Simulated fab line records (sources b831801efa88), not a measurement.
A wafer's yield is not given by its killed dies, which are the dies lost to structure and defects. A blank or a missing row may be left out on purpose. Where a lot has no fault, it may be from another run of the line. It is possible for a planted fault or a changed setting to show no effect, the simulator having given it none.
Which tool did it? ; flow sky130 ; 72 wafers from 24 lots sampled at 5 of the route's 708 steps

## WHAT THE GAUGES SHOWED, per wafer
SKY_CONTACT_BOW_MEAS_05.
lot;measured;on;CONTACT_BOW (um)
L074;day 30 09:13;film_metro-02;82 91 74
L075;day 30 16:26;film_metro-01;82 72 90
L076;day 30 17:02;film_metro-03;79 77 78
L077;day 31 07:46;film_metro-01;86 78 70
L080;day 32 19:59;film_metro-01;74 81 90
L079;day 32 22:29;film_metro-02;87 75 79
L078;day 32 23:50;film_metro-01;72 65 70
L081;day 33 04:59;film_metro-01;75 73 85
L083;day 33 10:10;film_metro-01;74 69 75
L082;day 33 11:19;film_metro-01;100 88 83
L084;day 33 14:29;film_metro-01;72 73 72
L085;day 34 06:13;film_metro-03;76 81 85
L086;day 34 13:08;film_metro-03;89 81 78
L087;day 34 20:47;film_metro-03;98 91 89
L088;day 34 23:40;film_metro-01;82 80 76
L089;day 35 06:49;film_metro-01;86 83 94
L090;day 35 14:37;film_metro-03;87 83 84
L091;day 35 22:56;film_metro-02;76 85 84
L092;day 36 09:02;film_metro-03;76 73 85
L094;day 36 22:22;film_metro-03;84 75 88
L093;day 36 22:26;film_metro-01;80 86 78
L095;day 37 18:03;film_metro-01;76 77 83
L096;day 37 19:11;film_metro-01;82 74 84
L097;day 37 20:10;film_metro-03;82 93 84

SKY_VIA1_RS_MEAS_22: measurement is done with a four-point probe.
lot;measured;on;VIA1_W_RS (ohm/sq)
L074;day 33 22:31;film_metro-04;0.428 0.428 0.432
L075;day 34 06:35;film_metro-04;0.417 0.428 0.417
L076;day 34 06:56;film_metro-03;0.432 0.431 0.429
L077;day 34 20:59;film_metro-04;0.420 0.430 0.419
L080;day 36 06:02;film_metro-01;0.423 0.426 0.430
L079;day 36 09:56;film_metro-03;0.421 0.425 0.414
L078;day 36 11:26;film_metro-01;0.426 0.423 0.432
L081;day 36 16:23;film_metro-01;0.427 0.429 0.429
L083;day 36 22:36;film_metro-04;0.432 0.424 0.431
L082;day 36 22:56;film_metro-03;0.435 0.421 0.426
L084;day 37 02:19;film_metro-03;0.421 0.425 0.418
L085;day 37 16:29;film_metro-03;0.426 0.428 0.428
L086;day 37 23:59;film_metro-03;0.429 0.424 0.428
L087;day 38 06:29;film_metro-04;0.428 0.423 0.432
L088;day 38 09:37;film_metro-04;0.431 0.430 0.429
L089;day 38 17:39;film_metro-04;0.433 0.432 0.422
L090;day 39 00:44;film_metro-01;0.419 0.424 0.427
L091;day 39 07:23;film_metro-01;0.428 0.423 0.425
L092;day 39 16:46;film_metro-04;0.432 0.428 0.419
L094;day 40 05:50;film_metro-03;0.421 0.428 0.419
L093;day 40 06:49;film_metro-01;0.432 0.422 0.435
L095;day 40 23:51;film_metro-01;0.430 0.427 0.421
L096;day 41 01:29;film_metro-03;0.423 0.431 0.428
L097;day 41 01:46;film_metro-01;0.437 0.418 0.424

SKY_VIA2_CD_MEAS_12: target cd 200 nm.
lot;measured;on;cd_nm (nm)
L074;day 36 04:20;cd_sem-01;198.5 198.9 201.0
L075;day 36 12:56;cd_sem-02;200.3 200.4 200.4
L076;day 36 14:11;cd_sem-02;201.9 201.9 200.9
L077;day 37 03:50;cd_sem-01;200.9 201.0 201.5
L080;day 38 11:36;cd_sem-01;197.2 198.3 198.9
L079;day 38 16:07;cd_sem-02;201.8 200.7 202.0
L078;day 38 16:54;cd_sem-02;202.0 202.4 201.6
L081;day 38 22:22;cd_sem-01;201.3 201.0 200.4
L083;day 39 03:01;cd_sem-01;198.6 197.7 198.4
L082;day 39 04:17;cd_sem-02;200.1 199.6 200.5
L084;day 39 07:05;cd_sem-02;199.3 200.0 199.4
L085;day 39 20:34;cd_sem-01;200.7 200.6 201.0
L086;day 40 03:40;cd_sem-01;199.2 199.5 199.4
L087;day 40 10:03;cd_sem-01;201.3 201.8 201.7
L088;day 40 13:11;cd_sem-01;201.3 200.9 201.3
L089;day 40 20:29;cd_sem-01;199.8 200.0 199.4
L090;day 41 03:39;cd_sem-02;200.0 200.0 198.8
L091;day 41 09:55;cd_sem-02;203.9 203.3 203.6
L092;day 41 18:05;cd_sem-01;198.4 197.6 199.0
L094;day 42 07:11;cd_sem-01;199.4 199.5 199.2
L093;day 42 08:08;cd_sem-02;198.4 199.1 198.0
L095;day 43 00:43;cd_sem-01;198.8 199.2 200.3
L096;day 43 01:47;cd_sem-01;198.6 198.9 198.3
L097;day 43 02:24;cd_sem-02;200.7 201.7 201.6

## EACH LOT AND THE TOOL THAT RAN IT (in order: tool; ch and the chambers of the sampled wafers; start)
lot;SKY_CONTACT_ETCH_16;SKY_VIA1_SPUTTER_20
L074;rie_diel-04 ch 0,1,3, day 31 13:13;pvd_sputter-02, day 33 22:22
L075;rie_diel-01 ch 0,1,2, day 31 20:36;pvd_sputter-02, day 34 06:25
L076;rie_diel-04 ch 0,1,3, day 31 21:05;pvd_sputter-04, day 34 06:46
L077;rie_diel-03 ch 1,2,3, day 32 11:45;pvd_sputter-03, day 34 20:49
L080;rie_diel-01 ch 2,3, day 33 21:46;pvd_sputter-02, day 36 05:53
L079;rie_diel-04 ch 1,2, day 34 01:07;pvd_sputter-02, day 36 09:39
L078;rie_diel-04 ch 2,3, day 34 01:49;pvd_sputter-02, day 36 11:16
L081;rie_diel-01 ch 0,1,3, day 34 07:04;pvd_sputter-02, day 36 16:13
L083;rie_diel-01 ch 0,3, day 34 13:00;pvd_sputter-02, day 36 22:26
L082;rie_diel-04 ch 0,1,2, day 34 13:39;pvd_sputter-03, day 36 22:46
L084;rie_diel-01 ch 0,2,3, day 34 16:57;pvd_sputter-02, day 37 02:10
L085;rie_diel-04 ch 0,2, day 35 08:49;pvd_sputter-04, day 37 16:20
L086;rie_diel-03 ch 0,3, day 35 15:35;pvd_sputter-03, day 37 23:47
L087;rie_diel-03 ch 0,1, day 35 22:46;pvd_sputter-04, day 38 06:20
L088;rie_diel-01 ch 0,1,2, day 36 02:41;pvd_sputter-04, day 38 09:28
L089;rie_diel-04 ch 1,2, day 36 09:55;pvd_sputter-04, day 38 17:29
L090;rie_diel-03 ch 1,2, day 36 17:19;pvd_sputter-02, day 39 00:34
L091;rie_diel-04 ch 0,3, day 37 01:16;pvd_sputter-04, day 39 07:14
L092;rie_diel-04 ch 0,1,3, day 37 10:59;pvd_sputter-02, day 39 16:34
L094;rie_diel-01 ch 0,3, day 38 00:29;pvd_sputter-03, day 40 05:41
L093;rie_diel-03 ch 0,1, day 38 00:49;pvd_sputter-04, day 40 06:37
L095;rie_diel-01 ch 1,2,3, day 38 19:28;pvd_sputter-02, day 40 23:40
L096;rie_diel-04 ch 0,1, day 38 20:39;pvd_sputter-04, day 41 01:20
L097;rie_diel-01 ch 1,3, day 38 21:00;pvd_sputter-02, day 41 01:34
- SKY_CONTACT_ETCH_16: etches BARC in N2/H2, stops on SiO2, time 45.9 s, target depth 60 nm.
- SKY_VIA1_SPUTTER_20: material TiN, target thk 20 nm, time 80 s.

## WHAT THE TOOLS THEMSELVES READ (means of the sampled wafers that have a number; where no wafer has one, the mark that the record gives instead)
SKY_CONTACT_ETCH_16.
lot;tool;drypump_motor_current_A (A);oes_product_au (a.u.);throttle_valve_pct (%)
L074;rie_diel-04;5.3;0.854;13.224
L075;rie_diel-01;5.4;0.859;13.223
L076;rie_diel-04;5.3;0.860;13.225
L077;rie_diel-03;6.1;0.853;13.224
L080;rie_diel-01;5.6;0.859;13.229
L079;rie_diel-04;5.5;0.860;13.226
L078;rie_diel-04;5.5;0.858;13.223
L081;rie_diel-01;5.3;0.858;13.227
L083;rie_diel-01;5.6;0.855;13.228
L082;rie_diel-04;5.6;0.854;13.224
L084;rie_diel-01;5.6;0.855;13.224
L085;rie_diel-04;5.7;0.859;13.231
L086;rie_diel-03;6.0;0.858;13.224
L087;rie_diel-03;6.5;0.854;13.222
L088;rie_diel-01;5.4;0.852;13.226
L089;rie_diel-04;5.5;0.851;13.227
L090;rie_diel-03;6.4;0.857;13.218
L091;rie_diel-04;5.3;0.853;13.223
L092;rie_diel-04;5.3;0.854;13.219
L094;rie_diel-01;5.5;0.852;13.232
L093;rie_diel-03;6.5;0.855;13.236
L095;rie_diel-01;5.4;0.855;13.224
L096;rie_diel-04;5.4;0.863;13.226
L097;rie_diel-01;5.3;0.854;13.223

SKY_VIA1_SPUTTER_20.
lot;tool;throttle_valve_pct (%)
L074;pvd_sputter-02;30.4
L075;pvd_sputter-02;29.7
L076;pvd_sputter-04;30.0
L077;pvd_sputter-03;29.3
L080;pvd_sputter-02;29.7
L079;pvd_sputter-02;29.9
L078;pvd_sputter-02;29.8
L081;pvd_sputter-02;29.6
L083;pvd_sputter-02;30.0
L082;pvd_sputter-03;29.6
L084;pvd_sputter-02;30.1
L085;pvd_sputter-04;30.0
L086;pvd_sputter-03;29.3
L087;pvd_sputter-04;30.6
L088;pvd_sputter-04;30.2
L089;pvd_sputter-04;30.2
L090;pvd_sputter-02;29.8
L091;pvd_sputter-04;29.5
L092;pvd_sputter-02;29.7
L094;pvd_sputter-03;29.1
L093;pvd_sputter-04;30.2
L095;pvd_sputter-02;30.2
L096;pvd_sputter-04;30.2
L097;pvd_sputter-02;30.1

## THE ANSWER, worked out from the rows above alone
Rule: the lots themselves supply what counts as usual. The widest of any qualifying gaps counts: lots, ordered by their means at a reading, are off when they make up no more than a third of the lots, leave a main group of 4 or more, and stand apart from it by 3 or more times the standard deviation of that group's means. A main group is skipped when, at the precision printed for the reading in the tables above, its means are all equal. Also off: a lot with no number at a reading for which 4 or more lots have one. All remaining lots with rows at the step are treated as sound. The gauges are gone through in route order, then the tools' own readings, and for those a lot's mean is taken as printed above. The first step at which some lot is off is used, and at that step the reading that is off furthest; a lot without a number counts as furthest.
Across all readings shown, no lot is off: no conclusion can be drawn from this.

## WHAT HAD BEEN PUT IN BY THE SIMULATOR
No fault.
